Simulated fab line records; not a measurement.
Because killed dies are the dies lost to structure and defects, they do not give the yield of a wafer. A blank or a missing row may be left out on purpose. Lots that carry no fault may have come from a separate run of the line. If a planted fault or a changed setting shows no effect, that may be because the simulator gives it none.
Which tool did it? / flow gf180mcu / 12 lots with 36 wafers sampled at 2 steps, on a route of 602 steps

## WHAT THE GAUGES READ, wafer by wafer
GF_V1_BOW_MEAS_05.
lot=L075; measured=day 17 10:08; on=filmMetro-02; V1_BOW (um)=75 82 74
lot=L077; measured=day 18 05:34; on=filmMetro-03; V1_BOW (um)=80 69 78
lot=L079; measured=day 19 02:23; on=filmMetro-02; V1_BOW (um)=91 83 86
lot=L081; measured=day 19 18:05; on=filmMetro-03; V1_BOW (um)=76 82 95
lot=L083; measured=day 20 18:10; on=filmMetro-03; V1_BOW (um)=84 73 76
lot=L085; measured=day 21 09:52; on=filmMetro-03; V1_BOW (um)=79 85 85
lot=L087; measured=day 21 21:11; on=filmMetro-03; V1_BOW (um)=98 99 82
lot=L089; measured=day 22 18:05; on=filmMetro-02; V1_BOW (um)=82 79 77
lot=L091; measured=day 23 08:40; on=filmMetro-02; V1_BOW (um)=81 85 91
lot=L093; measured=day 24 02:25; on=filmMetro-02; V1_BOW (um)=85 86 71
lot=L095; measured=day 24 17:39; on=filmMetro-02; V1_BOW (um)=82 74 84
lot=L097; measured=day 25 11:04; on=filmMetro-01; V1_BOW (um)=74 78 92

## TOOL THAT RAN EACH LOT (tool first, then ch and the chambers of the sampled wafers, then the start)
lot=L075; GF_MVSD_STRIP_10=plasmaAsher-02 ch 0,1, day 4 16:05
lot=L077; GF_MVSD_STRIP_10=plasmaAsher-02 ch 0,1, day 5 04:13
lot=L079; GF_MVSD_STRIP_10=plasmaAsher-04 ch 0,1, day 5 13:53
lot=L081; GF_MVSD_STRIP_10=plasmaAsher-04 ch 0,1, day 6 02:58
lot=L083; GF_MVSD_STRIP_10=plasmaAsher-03 ch 0,1, day 6 14:24
lot=L085; GF_MVSD_STRIP_10=plasmaAsher-04 ch 0,1, day 7 02:25
lot=L087; GF_MVSD_STRIP_10=plasmaAsher-03 ch 0,1, day 7 12:34
lot=L089; GF_MVSD_STRIP_10=plasmaAsher-02 ch 0,1, day 8 00:42
lot=L091; GF_MVSD_STRIP_10=plasmaAsher-03 ch 0,1, day 8 11:21
lot=L093; GF_MVSD_STRIP_10=plasmaAsher-02 ch 0,1, day 9 04:02
lot=L095; GF_MVSD_STRIP_10=plasmaAsher-04 ch 0,1, day 9 14:20
lot=L097; GF_MVSD_STRIP_10=plasmaAsher-03 ch 0,1, day 10 02:49
- GF_MVSD_STRIP_10: strips in O2/N2.

## THE ANSWER, worked out from the rows above alone
Rule: the lots themselves supply what counts as usual. The widest of any qualifying gaps counts: lots, ordered by their means at a reading, are off when they make up no more than a third of the lots, leave a main group of 4 or more, and stand apart from it by 3 or more times the standard deviation of that group's means. The tables above print the reading to a certain number of digits; a main group whose means all agree to those digits is not used. A lot without any number at a reading at which 4 lots or more have one is off too. Where the step has rows for the other lots, those lots are counted as sound.
No lot is off at any reading shown: from this, nothing can be told.

## WHAT THE SIMULATOR PUT IN
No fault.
